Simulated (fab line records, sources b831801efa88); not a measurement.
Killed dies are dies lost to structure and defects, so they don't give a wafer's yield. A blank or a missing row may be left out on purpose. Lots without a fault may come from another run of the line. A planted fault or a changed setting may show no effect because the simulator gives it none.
A struck lot beside a sound one | flow sky130 | 18 steps out of a route of 708
Sound: wafers L801.1, L801.3, L801.6. Struck: wafers L807.1, L807.3. The cause comes at the end.
At each step with rows: each side's tool, then ch and its chambers, then its first start. Under that, the readings that differ: sound wafers | struck wafers | difference of the means | sigmas: that difference in standard deviations of wafers without a fault.
alike: readings whose means differ by less than 2 such deviations, and words and numbers that are the same on both sides. not compared: withheld readings, readings that some wafer has no value for, bounds like >300 that may hide the same value, and numbers for which the record gives no deviation and whose values overlap.
The two part at a step that has a row with sigmas, a row that says differs or no value, or rows on one side only. Numbers that don't overlap but have no deviation are shown without sigmas and don't part them. A reading that every wafer of one side lacks parts them only if that side has two wafers or more.

first, 3 steps without rows for these wafers: SKY_LI_CONTACT_EXPOSE_09 (exposes mask LICM1, target cd 170 nm); SKY_LI_CONTACT_PEB_10; SKY_LI_CONTACT_DEVELOP_11 (develop time 60 s).
SKY_LI_CONTACT_CD_MEAS_12: target cd 170 nm.
  sound on cd_sem-02, day 29 15:49; struck on cd_sem-01, day 32 11:46
  alike: cd_nm
SKY_LI_CONTACT_OVL_MEAS_13:
  sound on overlay-01, day 29 15:56; struck on overlay-02, day 32 11:53
  reading             | sound     | struck | difference | sigmas
  LI_CONTACT_OVL (nm) | -2 -11 -8 | 1 5    | +10        | +2
SKY_LI_CONTACT_ETCH_14: etches BARC in N2/H2, stops on SiO2, time 45.9 s, target depth 60 nm.
  sound on rie_diel-04 ch 0,2,3, day 29 15:59; struck on rie_diel-03 ch 0,2, day 32 11:55
  alike: drypump_motor_current_A, oes_product_au, throttle_valve_pct
  not compared: rf_hours_counter_h
SKY_LI_CONTACT_ETCH_15: etches PSG in C4F8/O2/Ar, stops on Si, target depth 600 nm.
  sound on rie_diel-04 ch 0,2,3, day 29 16:01; struck on rie_diel-03 ch 0,2, day 32 11:57
  alike: oes_product_au
SKY_LI_CONTACT_STRIP_16: strips in O2/N2.
  sound on plasma_asher-02 ch 0,1, day 29 16:06; struck on plasma_asher-02 ch 0,1, day 32 12:02
  reading                      | sound          | struck    | difference | sigmas
  strip_time_to_endpoint_s (s) | 3.39 3.37 3.46 | 3.49 3.53 | +0.10      | +3
  alike: drypump_motor_current_A, oes_product_au
  not compared: rf_hours_counter_h
then, 2 steps without rows for these wafers: SKY_LI_CONTACT_CLEAN_17 (cleans in NMP, time 600 s); SKY_LI_CONTACT_PRE_CLEAN_18 (time 5.6 s).
SKY_LI_CONTACT_SPUTTER_19: material Ti, target thk 20 nm, time 106.37 s.
  sound on pvd_sputter-04, day 29 16:24; struck on pvd_sputter-03, day 32 12:20
  alike: chamber_pressure_pa, throttle_valve_pct
SKY_LI_CONTACT_SPUTTER_20: material TiN, target thk 20 nm, time 80 s.
  sound on pvd_sputter-04, day 29 16:29; struck on pvd_sputter-03, day 32 12:25
  alike: chamber_pressure_pa, throttle_valve_pct
SKY_LI_CONTACT_CVD_21: deposits W, target thk 400 nm, time 120.56 s.
  sound on cvd_w-02 ch 1, day 29 16:32; struck on cvd_w-02 ch 1, day 32 12:28
  reading                                  | sound           | struck      | difference | sigmas
  model.W_of_LI_CONTACT_CVD_21.thk_nm (nm) | 408 404.4 405.9 | 559.1 557.8 | +152.4     |
  alike: heater_power_w
SKY_LI_CONTACT_RS_MEAS_22: measures by four-point-probe.
  sound on film_metro-03, day 29 16:40; struck on film_metro-04, day 32 12:53
  reading                  | sound             | struck      | difference | sigmas
  LI_CONTACT_W_RS (ohm/sq) | 0.279 0.282 0.280 | 0.203 0.204 | -0.077     | -21
  not compared: hold
SKY_LI_CONTACT_THK_MEAS_23: measures by xrf.
  sound on film_metro-03, day 29 16:47; struck on film_metro-04, day 32 14:43
  reading               | sound       | struck | difference                    | sigmas
  LI_CONTACT_W_THK (nm) | 420 421 417 | - -    | no value on the struck wafers |
  not compared: hold
SKY_LI_CONTACT_CMP_24: polishes, stops on PSG, t overpolish 20 s, target thk 0 nm.
  sound on cmp-02 ch 0,2,3, day 29 16:56; struck on cmp-02 ch 2,3, day 32 18:50
  reading                | sound    | struck                                            | difference                   | sigmas
  hold                   | - - -    | await_dispo/4.1h/release await_dispo/4.1h/release | no value on the sound wafers |
  time_to_endpoint_s (s) | 98 95 94 | 134 132                                           | +37                          | +9
  alike: motor_current_A, platen_rpm
then, 1 step without rows for these wafers: SKY_LOCAL_INTERCONNECT_SPUTTER_00 (material TiN, target thk 100 nm, time 83.3 s).
-- the record jumps here: 15 days lie between the struck wafers' starts before and after (it left off in module LOCAL_INTERCONNECT and takes up again in module PAD_OPEN, whose first step shown is number 708 of the route) --
SKY_PAD_OPEN_PROBE_99:
  the record has rows for the struck wafers here (prober-01, day 48 02:04) and none for the sound ones

WHERE THEY PART
First at SKY_LI_CONTACT_OVL_MEAS_13; last, within this record, at SKY_PAD_OPEN_PROBE_99.

WHY: what the simulator had put in
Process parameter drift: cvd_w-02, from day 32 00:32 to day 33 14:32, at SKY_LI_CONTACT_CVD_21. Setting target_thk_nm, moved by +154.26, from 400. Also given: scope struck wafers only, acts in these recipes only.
